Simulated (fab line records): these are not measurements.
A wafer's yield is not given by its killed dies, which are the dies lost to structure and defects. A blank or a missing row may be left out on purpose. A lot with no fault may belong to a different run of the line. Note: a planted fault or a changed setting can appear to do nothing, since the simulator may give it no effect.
fab line records	flow sfq_line
[record] lots = 5	wafers = 27
route steps=325 shown INCOMING@2 L0@13 M0@40 M1@69 M3@129 I3@144 JJ@179 M5@205
start_h: hours from the record's opening day to when the first of the lot's shown wafers began	wait_h: hours elapsed since this lot's preceding step	" as in the row above	L1.1+2: one row covering several wafers at once	- value missing, or start not given	* or withheld: withheld	< > ~ a bound
route shown NAME@n: a module of which the file shows steps, and the number in the route of the first	usual: mean and standard deviation over wafers with no fault	same: alike in all rows	chamber/n: place in a boat	sites: the reading at each site	_std_site: their standard deviation	_edge_site: inner sites' mean taken away from outer sites' mean	radius_mm: how far each site lies from the wafer's centre	mask NAME#n: copy n	behind: tool/chamber where the wafer was last shaped	hold: the reason the lot was held/the length of the hold in hours/how it ended	device: which transistor (n, p or np) failed to switch	end of line: the route-end tests of the same wafers	for a step that has no rows: nothing shown but its recipe	killed: count of dies lost to structure and defects at first sort (not the wafer's yield)	map: dies across one wafer; x = killed, . = not, _ = none there
set.NAME: setting as actually run; set.NAME@STEP: the setting as run at that earlier step	model.NAME: the simulator's own value behind a step, which no gauge read
lots where settings were altered on purpose, with a table for each step and a row for each wafer
[[steps]]
[step SFQ_TRILAYER_INCOMING_OXIDATION_002]
[recipe] temp_c = 1000	ambient = H2O	target_thk_a = 5000	p_h2o_torr = 720	ox_time_s = 4939
lot.wafer	tool	chamber	start_h	wait_h	set.ox_time_s	model.SiO2_of_TRILAYER_INCOMING_OXIDATION_002.thk_nm
L074.1	-	-	-	3.0	3604	406.2
L074.2	"	-	"	"	3604	400.5
L074.3	"	-	"	"	3604	411.1
L074.4	"	-	"	"	3604	405.7
L074.5	"	-	"	"	3604	411.5
L074.6	"	-	"	"	3604	404.9
L075.1	-	-	-	0.1	2843	331.2
L075.2	"	-	"	"	2843	330.4
L075.3	"	-	"	"	2843	336.3
L075.4	"	-	"	"	2843	339.4
L075.5	"	-	"	"	2843	334.3
L075.6	"	-	"	"	2843	332.9
L081.3	furnace-02	0	45.12	0.1	4939	501
L081.4	"	0	"	"	4939	498.2
L081.5	"	0	"	"	4939	498.5
L083.1	-	-	-	0.1	7719	676.5
L083.2	"	-	"	"	7719	680.2
L083.3	"	-	"	"	7719	682.7
L083.4	"	-	"	"	7719	678.7
L083.5	"	-	"	"	7719	675.7
L083.6	"	-	"	"	7719	683.4
L084.1	-	-	-	0.1	6554	606.6
L084.2	"	-	"	"	6554	607.6
L084.3	"	-	"	"	6554	603.4
L084.4	"	-	"	"	6554	610.5
L084.5	"	-	"	"	6554	609.3
L084.6	"	-	"	"	6554	609.6
[step SFQ_TRILAYER_L0_ETCH_METAL_ETCH_008]
[recipe] target = MoNx_KI	stop_on = SiO2	mask_material = PR	chemistry = SF6/O2	target_depth_nm = 50	icp_w = 600	bias_w = 80	pressure_mtorr = 10	time_s = 25
[usual] oes_product_au = 0.846/0.0067
lot.wafer	tool	chamber	start_h	wait_h	set.time_s	oes_product_au	model.KrF_of_TRILAYER_L0_LITHO_COAT_005.thk_nm	model.L0.feature_depth_nm	model.etch.depth_nm
L074.1	rie_metal-01	0	73.39	0.0	18.42	0.981	497.1	35.84	-
L074.2	"	1	"	"	25	0.852	480.4	37.72	37.72
L074.3	"	1	"	"	18.42	1.003	493.8	37.31	-
L074.4	"	0	"	"	18.42	0.990	495.1	35.81	35.81
L074.5	"	0	"	"	25	0.849	485.5	37.88	-
L074.6	"	1	"	"	25	0.845	480.7	37.87	37.87
L075.1	rie_metal-01	0	78.41	0.0	25	0.837	483.8	37.63	-
L075.2	"	1	"	"	25	0.825	480.2	36.79	-
L075.3	"	0	"	"	25	0.846	483.8	37.86	37.86
L075.4	"	1	"	"	25	0.849	479	37.59	-
L075.5	"	1	"	"	25	0.848	480.5	37.7	-
L075.6	"	0	"	"	25	0.840	484.2	37.32	-
L081.3	rie_metal-02	0	122.40	0.0	25	0.843	478.2	37.68	37.68
L081.4	"	1	"	"	25	0.835	478.2	37.04	37.04
L081.5	"	1	"	"	25	0.841	479.6	37.59	37.59
L083.1	rie_metal-02	0	131.98	0.0	25	0.844	481.6	37.71	37.71
L083.2	"	1	"	"	15.25	0.992	500	30.43	-
L083.3	"	0	"	"	25	0.859	483	38.18	38.18
L083.4	"	1	"	"	15.25	0.997	497.6	30.16	30.16
L083.5	"	1	"	"	25	0.851	482.5	37.9	-
L083.6	"	0	"	"	15.25	1.003	497.5	30.85	-
L084.1	rie_metal-03	1	138.06	0.0	25	0.861	477.9	38.59	38.59
L084.2	"	0	"	"	25	0.853	478.1	38.58	38.58
L084.3	"	1	"	"	25	0.838	476.4	37.62	-
L084.4	"	0	"	"	25	0.852	479	38.21	-
L084.5	"	1	"	"	25	0.851	476.8	38.27	38.27
L084.6	"	0	"	"	25	0.845	477	38.26	-
[step SFQ_TRILAYER_M0_ETCH_METAL_ETCH_024]
[recipe] target = Nb	stop_on = SiO2	mask_material = PR	chemistry = Cl2/Ar	target_depth_nm = 240	icp_w = 600	bias_w = 80	pressure_mtorr = 10	time_s = 120
[usual] oes_product_au = 0.876/0.0056
lot.wafer	tool	chamber	start_h	wait_h	set.time_s	oes_product_au	model.KrF_of_TRILAYER_M0_LITHO_COAT_021.thk_nm	model.etch.depth_nm	model.M0.feature_depth_nm
L074.1	rie_metal-04	0	149.95	0.0	120	0.881	383.7	-	192.4
L074.2	"	1	"	"	120	0.874	379.8	192.4	192.4
L074.3	"	0	"	"	120	0.875	381.7	-	191.1
L074.4	"	1	"	"	120	0.878	382.3	192.7	192.7
L074.5	"	1	"	"	120	0.872	380.3	-	193.3
L074.6	"	0	"	"	120	0.878	382.5	193.4	193.4
L075.1	rie_metal-03	0	158.34	0.0	120	0.874	380.7	-	190.2
L075.2	"	1	"	"	120	0.866	377.9	-	191.1
L075.3	"	0	"	"	120	0.871	378.3	192.3	192.3
L075.4	"	1	"	"	120	0.882	377.8	-	191.6
L075.5	"	1	"	"	120	0.871	376.3	-	192
L075.6	"	0	"	"	120	0.880	376.4	-	193
L081.3	rie_metal-01	0	217.11	0.1	120	0.880	376.5	191.3	191.3
L081.4	"	1	"	"	120	0.876	374.6	192.4	192.4
L081.5	"	0	"	"	120	0.880	380.6	192.6	192.6
L083.1	rie_metal-04	0	239.87	0.0	120	0.874	386.6	190.5	190.5
L083.2	"	1	"	"	92.6	0.994	414.9	-	183.3
L083.3	"	0	"	"	92.6	0.988	418	180.1	180.1
L083.4	"	1	"	"	92.6	0.994	414	182	182
L083.5	"	0	"	"	120	0.883	384.3	-	193.3
L083.6	"	1	"	"	120	0.873	379.4	-	192.4
L084.1	rie_metal-04	1	247.07	0.0	120	0.874	380.5	192.8	192.8
L084.2	"	0	"	"	95.52	0.982	414	186	186
L084.3	"	0	"	"	120	0.874	384	-	191.5
L084.4	"	1	"	"	95.52	0.990	408.3	-	190.2
L084.5	"	1	"	"	95.52	0.991	410.6	187.5	187.5
L084.6	"	0	"	"	120	0.876	385.4	-	192.6
[step SFQ_TRILAYER_M1_BARC_OPEN_METAL_ETCH_054]
[recipe] mask_material = PR	chemistry = O2	target_depth_nm = 125	target = BARC	icp_w = 600	bias_w = 80	pressure_mtorr = 10	time_s = 41.7
[usual] oes_product_au = 0.685/0.0041
lot.wafer	tool	chamber	start_h	wait_h	set.time_s	oes_product_au	model.KrF_of_TRILAYER_M1_LITHO_COAT_039.thk_nm
L074.1	rie_metal-02	0	270.56	0.0	49.46	0.662	512.3
L074.2	"	1	"	"	41.7	0.682	522.1
L074.3	"	0	"	"	41.7	0.684	521
L074.4	"	1	"	"	49.46	0.674	511.3
L074.5	"	0	"	"	49.46	0.665	511.6
L074.6	"	1	"	"	41.7	0.675	521.3
L075.1	rie_metal-03	1	290.54	0.0	30.3	0.803	534.5
L075.2	"	0	"	"	30.3	0.809	537.4
L075.3	"	1	"	"	30.3	0.797	535.8
L075.4	"	0	"	"	41.7	0.681	520.6
L075.5	"	1	"	"	41.7	0.687	519.8
L075.6	"	0	"	"	41.7	0.684	522.9
L081.3	rie_metal-02	0	333.75	0.0	41.7	0.685	524.8
L081.4	"	1	"	"	41.7	0.677	523.1
L081.5	"	0	"	"	41.7	0.687	526.2
L083.1	rie_metal-01	1	367.62	0.0	41.7	0.687	520.4
L083.2	"	0	"	"	41.7	0.680	523.5
L083.3	"	0	"	"	41.7	0.693	522.9
L083.4	"	1	"	"	41.7	0.684	519.9
L083.5	"	0	"	"	41.7	0.686	524.9
L083.6	"	1	"	"	41.7	0.687	521.2
L084.1	rie_metal-02	0	371.32	0.0	41.7	0.688	523.9
L084.2	"	1	"	"	41.7	0.683	522
L084.3	"	0	"	"	41.7	0.686	523.3
L084.4	"	1	"	"	41.7	0.686	522.6
L084.5	"	0	"	"	41.7	0.685	523.2
L084.6	"	1	"	"	41.7	0.686	521.9
[step SFQ_TRILAYER_M1_ETCH_METAL_ETCH_042]
[recipe] target = Nb	stop_on = SiO2	mask_material = PR	chemistry = Cl2/Ar	target_depth_nm = 240	icp_w = 600	bias_w = 80	pressure_mtorr = 10	time_s = 120
lot.wafer	tool	chamber	start_h	wait_h	set.time_s@TRILAYER_M1_BARC_OPEN_METAL_ETCH_054	model.KrF_of_TRILAYER_M1_LITHO_COAT_039.thk_nm
L074.1	rie_metal-02	0	270.62	0.0	49.46	369.6
L074.2	"	1	"	"	41.7	381.5
L074.3	"	0	"	"	41.7	379.2
L074.4	"	1	"	"	49.46	370.4
L074.5	"	0	"	"	49.46	368.5
L074.6	"	1	"	"	41.7	380.5
L075.1	rie_metal-03	1	290.60	0.0	30.3	390.1
L075.2	"	0	"	"	30.3	396.6
L075.3	"	1	"	"	30.3	392
L075.4	"	0	"	"	41.7	379.4
L075.5	"	1	"	"	41.7	375.6
L075.6	"	0	"	"	41.7	382.2
L081.3	rie_metal-02	0	333.84	0.1	41.7	382.7
L081.4	"	1	"	"	41.7	379.7
L081.5	"	0	"	"	41.7	384.4
L083.1	rie_metal-01	1	367.68	0.0	41.7	379.8
L083.2	"	0	"	"	41.7	384.9
L083.3	"	0	"	"	41.7	385.5
L083.4	"	1	"	"	41.7	378.8
L083.5	"	0	"	"	41.7	388.8
L083.6	"	1	"	"	41.7	380.1
L084.1	rie_metal-02	0	371.38	0.0	41.7	380.8
L084.2	"	1	"	"	41.7	377.7
L084.3	"	0	"	"	41.7	380.5
L084.4	"	1	"	"	41.7	378.3
L084.5	"	0	"	"	41.7	379.9
L084.6	"	1	"	"	41.7	377.4
[step SFQ_TRILAYER_M3_BARC_OPEN_METAL_ETCH_100]
[recipe] mask_material = PR	chemistry = O2	target_depth_nm = 125	target = BARC	icp_w = 600	bias_w = 80	pressure_mtorr = 10	time_s = 41.7
[usual] oes_product_au = 0.686/0.0048
lot.wafer	tool	chamber	start_h	wait_h	set.time_s	oes_product_au	model.KrF_of_TRILAYER_M3_LITHO_COAT_075.thk_nm
L074.1	rie_metal-03	0	749.71	0.0	41.7	0.686	523.7
L074.2	"	1	"	"	41.7	0.692	522.7
L074.3	"	1	"	"	41.7	0.689	521.5
L074.4	"	0	"	"	41.7	0.676	522.6
L074.5	"	0	"	"	41.7	0.689	525.4
L074.6	"	1	"	"	41.7	0.688	523.9
L075.1	rie_metal-02	1	762.19	0.0	41.7	0.684	519.4
L075.2	"	0	"	"	41.7	0.688	521
L075.3	"	1	"	"	41.7	0.681	521.1
L075.4	"	0	"	"	41.7	0.680	521.8
L075.5	"	1	"	"	41.7	0.690	520.8
L075.6	"	0	"	"	41.7	0.682	521.4
L081.3	rie_metal-01	0	842.19	0.1	41.7	0.693	524
L081.4	"	0	"	"	41.7	0.689	523.5
L081.5	"	0	"	"	41.7	0.686	523.3
L083.1	rie_metal-03	1	886.04	0.0	24.15	0.909	545.5
L083.2	"	1	"	"	41.7	0.681	523.4
L083.3	"	1	"	"	41.7	0.685	523.1
L083.4	"	1	"	"	24.15	0.903	546.1
L083.5	"	1	"	"	24.15	0.906	543.6
L083.6	"	1	"	"	41.7	0.694	522.5
L084.1	rie_metal-02	0	887.24	0.0	41.7	0.694	525.8
L084.2	"	1	"	"	51.92	0.659	508.4
L084.3	"	1	"	"	51.92	0.653	509.4
L084.4	"	0	"	"	41.7	0.688	522.8
L084.5	"	1	"	"	51.92	0.660	508.7
L084.6	"	0	"	"	41.7	0.691	525.1
[step SFQ_TRILAYER_M3_ETCH_METAL_ETCH_078]
[recipe] target = Nb	stop_on = SiO2	mask_material = PR	chemistry = Cl2/Ar	target_depth_nm = 240	icp_w = 600	bias_w = 80	pressure_mtorr = 10	time_s = 120
lot.wafer	tool	chamber	start_h	wait_h	set.time_s@TRILAYER_M3_BARC_OPEN_METAL_ETCH_100	model.KrF_of_TRILAYER_M3_LITHO_COAT_075.thk_nm
L074.1	rie_metal-03	0	749.77	0.0	41.7	381.3
L074.2	"	1	"	"	41.7	377.7
L074.3	"	1	"	"	41.7	375.9
L074.4	"	0	"	"	41.7	380.4
L074.5	"	0	"	"	41.7	382.7
L074.6	"	1	"	"	41.7	378.3
L075.1	rie_metal-02	1	762.25	0.0	41.7	375.6
L075.2	"	0	"	"	41.7	378.5
L075.3	"	1	"	"	41.7	376.7
L075.4	"	0	"	"	41.7	380.5
L075.5	"	1	"	"	41.7	376.8
L075.6	"	0	"	"	41.7	379.1
L081.3+4	rie_metal-01	0	842.35	0.1	41.7	383.2
L081.5	"	0	"	"	41.7	383.9
L083.1	rie_metal-03	1	886.16	0.1	24.15	402.5
L083.2	"	1	"	"	41.7	379.6
L083.3	"	1	"	"	41.7	379.3
L083.4	"	1	"	"	24.15	403
L083.5	"	1	"	"	24.15	399.8
L083.6	"	1	"	"	41.7	378
L084.1	rie_metal-02	0	887.30	0.0	41.7	384.8
L084.2	"	1	"	"	51.92	363.4
L084.3	"	1	"	"	51.92	365.4
L084.4	"	0	"	"	41.7	382.5
L084.5	"	1	"	"	51.92	365.2
L084.6	"	0	"	"	41.7	383.9
[step SFQ_TRILAYER_I3_VIA_BARC_OPEN_VIA_ETCH_121]
[recipe] mask_material = PR	chemistry = O2	target_depth_nm = 125	target = BARC	source_w = 500	bias_w = 80	pressure_mtorr = 30	time_s = 41.7
[usual] oes_product_au = 0.686/0.0046
lot.wafer	tool	chamber	start_h	wait_h	set.time_s	oes_product_au	model.KrF_of_TRILAYER_I3_VIA_LITHO_COAT_085.thk_nm
L074.1	rie_diel-01	2	904.04	0.0	41.7	0.690	582.1
L074.2	"	1	"	"	28.36	0.836	598.2
L074.3	"	0	"	"	28.36	0.824	598.2
L074.4	"	2	"	"	28.36	0.825	598.4
L074.5	"	0	"	"	41.7	0.685	583.2
L074.6	"	1	"	"	41.7	0.687	582.4
L075.1	rie_diel-03	1	912.18	0.0	41.7	0.691	578
L075.2	"	2	"	"	41.7	0.694	578
L075.3	"	3	"	"	41.7	0.686	580
L075.4	"	3	"	"	41.7	0.686	577.8
L075.5	"	1	"	"	41.7	0.678	578.9
L075.6	"	2	"	"	41.7	0.690	577.3
L081.3	rie_diel-01	3	981.11	0.0	41.7	0.687	576.9
L081.4	"	1	"	"	41.7	0.688	579.7
L081.5	"	3	"	"	41.7	0.691	578.1
L083.1	rie_diel-04	2	1041.02	0.0	41.7	0.685	578.5
L083.2	"	3	"	"	41.7	0.686	579.2
L083.3	"	0	"	"	41.7	0.686	578.5
L083.4	"	1	"	"	41.7	0.685	578.8
L083.5	"	0	"	"	41.7	0.688	578.5
L083.6	"	1	"	"	41.7	0.686	578
L084.1	rie_diel-01	1	1042.22	0.0	41.7	0.684	584.1
L084.2	"	0	"	"	34.83	0.741	594
L084.3	"	2	"	"	41.7	0.681	585.1
L084.4	"	3	"	"	34.83	0.751	589.6
L084.5	"	0	"	"	41.7	0.687	584.3
L084.6	"	3	"	"	34.83	0.741	591.2
[step SFQ_TRILAYER_I3_VIA_ETCH_VIA_ETCH_088]
[recipe] target = SiO2	stop_on = Nb	mask_material = PR	taper_deg = 20	chemistry = CHF3	target_depth_nm = 260	source_w = 500	bias_w = 80	pressure_mtorr = 30	time_s = withheld
lot.wafer	tool	chamber	start_h	wait_h	set.time_s@TRILAYER_I3_VIA_BARC_OPEN_VIA_ETCH_121	model.KrF_of_TRILAYER_I3_VIA_LITHO_COAT_085.thk_nm
L074.1	rie_diel-01	2	904.08	0.0	*	538.5
L074.2	"	1	"	"	*	553.9
L074.3	"	0	"	"	*	553.5
L074.4	"	2	"	"	*	554.3
L074.5	"	0	"	"	*	538.6
L074.6	"	1	"	"	*	538.1
L075.1	rie_diel-03	1	912.22	0.0	*	532.9
L075.2	"	2	"	"	*	531.1
L075.3	"	3	"	"	*	535.1
L075.4	"	3	"	"	*	533.1
L075.5	"	1	"	"	*	533.6
L075.6	"	2	"	"	*	530.6
L081.3	rie_diel-01	3	981.15	0.0	*	531.7
L081.4	"	1	"	"	*	535.1
L081.5	"	3	"	"	*	532.6
L083.1	rie_diel-04	2	1041.06	0.0	*	534
L083.2	"	3	"	"	*	534.8
L083.3+4	"	0,1	"	"	*	533.8
L083.5	"	0	"	"	*	533.7
L083.6	"	1	"	"	*	532.3
L084.1	rie_diel-01	1	1042.26	0.0	*	539.5
L084.2	"	0	"	"	*	549.2
L084.3	"	2	"	"	*	541.6
L084.4	"	3	"	"	*	544.3
L084.5	"	0	"	"	*	539.6
L084.6	"	3	"	"	*	545.8
[step SFQ_TRILAYER_JJ_TRILAYER_DEP_SPUTTER_109]
[recipe] material = Nb	base_pressure_pa = 1.33e-06	chamber_pressure_pa = 0.1333	substrate_temp_c = 20	target_thk_nm = 150	power_w = 2000	time_s = 100
lot.wafer	tool	chamber	start_h	wait_h	set.time_s	model.Nb_of_TRILAYER_JJ_TRILAYER_DEP_SPUTTER_109.thk_nm
L074.1	pvd_sputter-03	-	1172.55	0.0	100	148.1
L074.2	"	-	"	"	100	149.3
L074.3	"	-	"	"	100	150.2
L074.4	"	-	"	"	100	149.1
L074.5	"	-	"	"	100	150
L074.6	"	-	"	"	100	149.2
L075.1	pvd_sputter-06	-	1177.95	0.0	100	147.3
L075.2	"	-	"	"	100	148.9
L075.3	"	-	"	"	100	149
L075.4	"	-	"	"	100	150.3
L075.5	"	-	"	"	100	147.5
L075.6	"	-	"	"	100	149.9
L081.3	pvd_sputter-03	-	1238.57	0.0	100	147.2
L081.4	"	-	"	"	100	145.4
L081.5	"	-	"	"	100	146.3
L083.1	pvd_sputter-04	-	1298.72	0.0	100	151.4
L083.2	"	-	"	"	120.7	181.3
L083.3	"	-	"	"	120.7	183.6
L083.4+6	"	-	"	"	100	150.2
L083.5	"	-	"	"	120.7	182.1
L084.1	pvd_sputter-03	-	1299.92	0.0	117.9	176.5
L084.2	"	-	"	"	100	149.7
L084.3	"	-	"	"	117.9	174.2
L084.4	"	-	"	"	117.9	176.9
L084.5	"	-	"	"	100	149.9
L084.6	"	-	"	"	100	148.8
[step SFQ_TRILAYER_M5_BARC_OPEN_METAL_ETCH_161]
[recipe] mask_material = PR	chemistry = O2	target_depth_nm = 125	target = BARC	icp_w = 600	bias_w = 80	pressure_mtorr = 10	time_s = 41.7
[usual] oes_product_au = 0.685/0.0049
lot.wafer	tool	chamber	start_h	wait_h	set.time_s	oes_product_au	model.KrF_of_TRILAYER_M5_LITHO_COAT_123.thk_nm
L074.1	rie_metal-03	1	1295.49	0.0	41.7	0.683	521.2
L074.2	"	0	"	"	41.7	0.686	520
L074.3	"	0	"	"	41.7	0.691	518.2
L074.4	"	1	"	"	51.13	0.660	510.2
L074.5	"	1	"	"	51.13	0.663	509.5
L074.6	"	0	"	"	51.13	0.656	507.1
L075.1	rie_metal-02	0	1300.61	0.0	41.7	0.679	522.3
L075.2	"	1	"	"	41.7	0.681	521.7
L075.3	"	1	"	"	41.7	0.687	521.6
L075.4	"	0	"	"	41.7	0.685	522.4
L075.5	"	1	"	"	41.7	0.683	521.6
L075.6	"	0	"	"	41.7	0.679	518.9
L081.3	rie_metal-03	0	1460.65	0.0	41.7	0.688	520.2
L081.4	"	1	"	"	41.7	0.697	523.3
L081.5	"	1	"	"	41.7	0.689	522
L083.1	rie_metal-02	1	1517.23	0.0	41.7	0.683	520.1
L083.2	"	0	"	"	41.7	0.681	520.6
L083.3	"	0	"	"	41.7	0.668	521.6
L083.4	"	1	"	"	66.69	0.629	489.6
L083.5	"	1	"	"	66.69	0.643	487
L083.6	"	0	"	"	66.69	0.636	487.7
L084.1	rie_metal-04	1	1519.63	0.0	41.7	0.680	519.8
L084.2	"	0	"	"	41.7	0.680	518.9
L084.3	"	0	"	"	41.7	0.686	519.8
L084.4	"	1	"	"	29.59	0.808	533
L084.5	"	1	"	"	29.59	0.809	535.7
L084.6	"	0	"	"	29.59	0.812	534.3
[step SFQ_TRILAYER_M5_ETCH_METAL_ETCH_126]
[recipe] target = Nb	stop_on = SiO2	mask_material = PR	over_etch_frac = 0.15	time_s = 203.2	chemistry = Cl2/BCl3	target_depth_nm = 265	icp_w = 600	bias_w = 80	pressure_mtorr = 10
[usual] oes_product_au = 0.727/0.0061
lot.wafer	tool	chamber	start_h	wait_h	set.time_s@TRILAYER_JJ_TRILAYER_DEP_SPUTTER_109	set.time_s@TRILAYER_M5_BARC_OPEN_METAL_ETCH_161	oes_product_au	model.M5.feature_depth_nm	model.etch.depth_nm	model.KrF_of_TRILAYER_M5_LITHO_COAT_123.thk_nm
L074.1	rie_metal-03	1	1295.55	0.0	100	41.7	0.723	160.4	-	367.9
L074.2	"	0	"	"	100	41.7	0.727	162	149.3	362.9
L074.3	"	0	"	"	100	41.7	0.730	163	-	359.6
L074.4	"	1	"	"	100	51.13	0.727	161.5	149.1	357.4
L074.5	"	1	"	"	100	51.13	0.730	162.4	-	355.8
L074.6	"	0	"	"	100	51.13	0.727	161.9	149.2	350
L075.1	rie_metal-02	0	1300.67	0.0	100	41.7	0.723	159.8	-	367.7
L075.2	"	1	"	"	100	41.7	0.724	161.2	-	369.8
L075.3	"	1	"	"	100	41.7	0.733	161.4	149	367.6
L075.4	"	0	"	"	100	41.7	0.723	162.5	-	370.3
L075.5	"	1	"	"	100	41.7	0.722	159.9	-	368.5
L075.6	"	0	"	"	100	41.7	0.724	162.2	-	365.7
L081.3	rie_metal-03	0	1460.76	0.1	100	41.7	0.719	159.6	147.2	366.4
L081.4	"	1	"	"	100	41.7	0.709	157.4	145.4	374.5
L081.5	"	1	"	"	100	41.7	0.726	158.4	146.3	372.7
L083.1	rie_metal-02	1	1517.29	0.0	100	41.7	0.736	164	151.4	363.4
L083.2	"	0	"	"	120.7	41.7	0.801	193.9	-	363.8
L083.3	"	0	"	"	120.7	41.7	0.811	196.1	183.6	366.4
L083.4	"	1	"	"	100	66.69	0.733	162.8	150.2	333.3
L083.5	"	1	"	"	120.7	66.69	0.800	194.6	-	331.9
L083.6	"	0	"	"	100	66.69	0.727	162.9	-	330.2
L084.1	rie_metal-04	1	1519.69	0.0	117.9	41.7	0.794	188.7	176.5	367.7
L084.2	"	0	"	"	100	41.7	0.732	162	149.7	366.6
L084.3	"	0	"	"	117.9	41.7	0.790	186.3	-	369.1
L084.4	"	1	"	"	117.9	29.59	0.793	189.3	-	379.6
L084.5	"	1	"	"	100	29.59	0.735	162.2	149.9	382.6
L084.6	"	0	"	"	100	29.59	0.724	161	-	383.7
[[key]]
[split] step = SFQ_TRILAYER_INCOMING_OXIDATION_002	setting = ox_time_s	stated = 4939	by = lot
[response] step = SFQ_TRILAYER_INCOMING_OXIDATION_002	reading = model.SiO2_of_TRILAYER_INCOMING_OXIDATION_002.thk_nm	change = +3.45	per = 1%	r = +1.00
[split] step = SFQ_TRILAYER_L0_ETCH_METAL_ETCH_008	setting = time_s	stated = 25	by = wafer
[response] step = SFQ_TRILAYER_L0_ETCH_METAL_ETCH_008	reading = oes_product_au	change = -0.00427	per = 1%	r = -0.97
[response] step = SFQ_TRILAYER_L0_ETCH_METAL_ETCH_008	reading = model.KrF_of_TRILAYER_L0_LITHO_COAT_005.thk_nm	change = -0.438	per = 1%	r = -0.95
[response] step = SFQ_TRILAYER_L0_ETCH_METAL_ETCH_008	reading = model.L0.feature_depth_nm	change = +0.149	per = 1%	r = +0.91
[response] step = SFQ_TRILAYER_L0_ETCH_METAL_ETCH_008	reading = model.etch.depth_nm	change = +0.161	per = 1%	r = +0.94
[split] step = SFQ_TRILAYER_M0_ETCH_METAL_ETCH_024	setting = time_s	stated = 120	by = wafer
[response] step = SFQ_TRILAYER_M0_ETCH_METAL_ETCH_024	reading = oes_product_au	change = -0.00526	per = 1%	r = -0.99
[response] step = SFQ_TRILAYER_M0_ETCH_METAL_ETCH_024	reading = model.KrF_of_TRILAYER_M0_LITHO_COAT_021.thk_nm	change = -1.39	per = 1%	r = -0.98
[response] step = SFQ_TRILAYER_M0_ETCH_METAL_ETCH_024	reading = model.etch.depth_nm	change = +0.361	per = 1%	r = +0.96
[response] step = SFQ_TRILAYER_M0_ETCH_METAL_ETCH_024	reading = model.M0.feature_depth_nm	change = +0.346	per = 1%	r = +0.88
[split] step = SFQ_TRILAYER_M1_BARC_OPEN_METAL_ETCH_054	setting = time_s	stated = 41.7	by = wafer
[response] step = SFQ_TRILAYER_M1_BARC_OPEN_METAL_ETCH_054	reading = oes_product_au	change = -0.00321	per = 1%	r = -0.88
[response] step = SFQ_TRILAYER_M1_BARC_OPEN_METAL_ETCH_054	reading = model.KrF_of_TRILAYER_M1_LITHO_COAT_039.thk_nm	change = -0.535	per = 1%	r = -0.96
[response] step = SFQ_TRILAYER_M1_ETCH_METAL_ETCH_042	reading = model.KrF_of_TRILAYER_M1_LITHO_COAT_039.thk_nm	change = -0.53	per = 1%	r = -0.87
[split] step = SFQ_TRILAYER_M3_BARC_OPEN_METAL_ETCH_100	setting = time_s	stated = 41.7	by = wafer
[response] step = SFQ_TRILAYER_M3_BARC_OPEN_METAL_ETCH_100	reading = oes_product_au	change = -0.00425	per = 1%	r = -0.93
[response] step = SFQ_TRILAYER_M3_BARC_OPEN_METAL_ETCH_100	reading = model.KrF_of_TRILAYER_M3_LITHO_COAT_075.thk_nm	change = -0.554	per = 1%	r = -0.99
[response] step = SFQ_TRILAYER_M3_ETCH_METAL_ETCH_078	reading = model.KrF_of_TRILAYER_M3_LITHO_COAT_075.thk_nm	change = -0.602	per = 1%	r = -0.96
[split] step = SFQ_TRILAYER_I3_VIA_BARC_OPEN_VIA_ETCH_121	setting = time_s	stated = 41.7	by = wafer
[response] step = SFQ_TRILAYER_I3_VIA_BARC_OPEN_VIA_ETCH_121	reading = oes_product_au	change = -0.00426	per = 1%	r = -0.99
[response] step = SFQ_TRILAYER_I3_VIA_BARC_OPEN_VIA_ETCH_121	reading = model.KrF_of_TRILAYER_I3_VIA_LITHO_COAT_085.thk_nm	change = -0.478	per = 1%	r = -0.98
[response] step = SFQ_TRILAYER_I3_VIA_ETCH_VIA_ETCH_088	reading = model.KrF_of_TRILAYER_I3_VIA_LITHO_COAT_085.thk_nm	change = -0.462	per = 1%	r = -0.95
[split] step = SFQ_TRILAYER_JJ_TRILAYER_DEP_SPUTTER_109	setting = time_s	stated = 100	by = wafer
[response] step = SFQ_TRILAYER_JJ_TRILAYER_DEP_SPUTTER_109	reading = model.Nb_of_TRILAYER_JJ_TRILAYER_DEP_SPUTTER_109.thk_nm	change = +1.51	per = 1%	r = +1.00
[response] step = SFQ_TRILAYER_M5_ETCH_METAL_ETCH_126	reading = oes_product_au	change = +0.00347	per = 1%	r = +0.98
[response] step = SFQ_TRILAYER_M5_ETCH_METAL_ETCH_126	reading = model.M5.feature_depth_nm	change = +1.5	per = 1%	r = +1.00
[response] step = SFQ_TRILAYER_M5_ETCH_METAL_ETCH_126	reading = model.etch.depth_nm	change = +1.54	per = 1%	r = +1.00
[split] step = SFQ_TRILAYER_M5_BARC_OPEN_METAL_ETCH_161	setting = time_s	stated = 41.7	by = wafer
[response] step = SFQ_TRILAYER_M5_BARC_OPEN_METAL_ETCH_161	reading = oes_product_au	shape = bent	at_lowest = 0.810	at_stated = 0.684	at_highest = 0.636
[response] step = SFQ_TRILAYER_M5_BARC_OPEN_METAL_ETCH_161	reading = model.KrF_of_TRILAYER_M5_LITHO_COAT_123.thk_nm	change = -0.533	per = 1%	r = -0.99
[response] step = SFQ_TRILAYER_M5_ETCH_METAL_ETCH_126	reading = model.KrF_of_TRILAYER_M5_LITHO_COAT_123.thk_nm	change = -0.521	per = 1%	r = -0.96
